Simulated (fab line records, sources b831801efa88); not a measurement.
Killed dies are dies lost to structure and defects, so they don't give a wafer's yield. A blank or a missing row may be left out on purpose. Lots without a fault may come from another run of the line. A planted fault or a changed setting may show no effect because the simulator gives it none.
A struck lot beside a sound one | flow gf180mcu | 16 steps out of a route of 602
Sound: wafers L567.4, L567.5, L567.6. Struck: wafers L571.2, L571.3, L571.5. The cause comes at the end.
At each step with rows: each side's tool, then ch and its chambers, then its first start. Under that, the readings that differ: sound wafers | struck wafers | difference of the means | sigmas: that difference in standard deviations of wafers without a fault.
alike: readings whose means differ by less than 2 such deviations, and words and numbers that are the same on both sides. not compared: withheld readings, readings that some wafer has no value for, bounds like >300 that may hide the same value, and numbers for which the record gives no deviation and whose values overlap.
The two part at a step that has a row with sigmas, a row that says differs or no value, or rows on one side only. Numbers that don't overlap but have no deviation are shown without sigmas and don't part them. A reading that every wafer of one side lacks parts them only if that side has two wafers or more.

first, 1 step without rows for these wafers: GF_HV_LDD_IMPLANT_09.
GF_HV_LDD_STRIP_10: strips in O2/N2.
  sound on plasma_asher-04 ch 0,1, day 12 23:59; struck on plasma_asher-04 ch 1, day 14 04:53
  alike: drypump_motor_current_A, heater_power_w, oes_product_au, strip_time_to_endpoint_s
  not compared: rf_hours_counter_h
GF_HV_LDD_TW_MEAS_11:
  sound on film_metro-04, day 13 00:04; struck on film_metro-04, day 14 05:00
  alike: HV_LDD_TW
then, 7 steps without rows for these wafers: GF_HV_LDD_DEHYDRATE_12 (time 60 s); GF_HV_LDD_HMDS_13 (prime time 60 s); GF_HV_LDD_COAT_14 (resist thk 1000 nm); GF_HV_LDD_SOFTBAKE_15 (time 60 s); GF_HV_LDD_EXPOSE_16 (exposes mask Pplus LV AREA, target cd 400 nm); GF_HV_LDD_PEB_17; GF_HV_LDD_DEVELOP_18 (develop time 60 s).
GF_HV_LDD_CD_MEAS_19: target cd 400 nm.
  sound on cd_sem-01, day 13 20:51; struck on cd_sem-01, day 15 02:23
  alike: cd_nm
GF_HV_LDD_OVL_MEAS_20:
  sound on overlay-02, day 13 20:55; struck on overlay-01, day 15 02:30
  alike: HV_LDD_01_OVL
GF_HV_LDD_IMPLANT_21:
  sound on implanter-01 ch 0, day 13 21:01; struck on implanter-01, day 15 02:33
  no value came back on the struck wafers for beam_energy_keV, beam_on_s (s), faraday_current_uA; on the sound wafers beam_energy_keV reads 25.001 24.996 24.995
GF_HV_LDD_STRIP_22: strips in O2/N2.
  sound on plasma_asher-03 ch 0,1, day 13 21:08; struck on plasma_asher-01 ch 0, day 15 02:41
  alike: drypump_motor_current_A, heater_power_w, oes_product_au, strip_time_to_endpoint_s
  not compared: rf_hours_counter_h
GF_HV_LDD_TW_MEAS_23:
  sound on film_metro-02, day 13 21:13; struck on film_metro-04, day 15 02:47
  reading     | sound          | struck   | difference | sigmas
  HV_LDD_2_TW | 1056 1057 1059 | 30 30 30 | -1027      | -99 or more
then, 1 step without rows for these wafers: GF_HV_LDD_DEHYDRATE_24 (time 60 s).

WHERE THEY PART
First at GF_HV_LDD_IMPLANT_21; last, within this record, at GF_HV_LDD_TW_MEAS_23.

WHY: what the simulator had put in
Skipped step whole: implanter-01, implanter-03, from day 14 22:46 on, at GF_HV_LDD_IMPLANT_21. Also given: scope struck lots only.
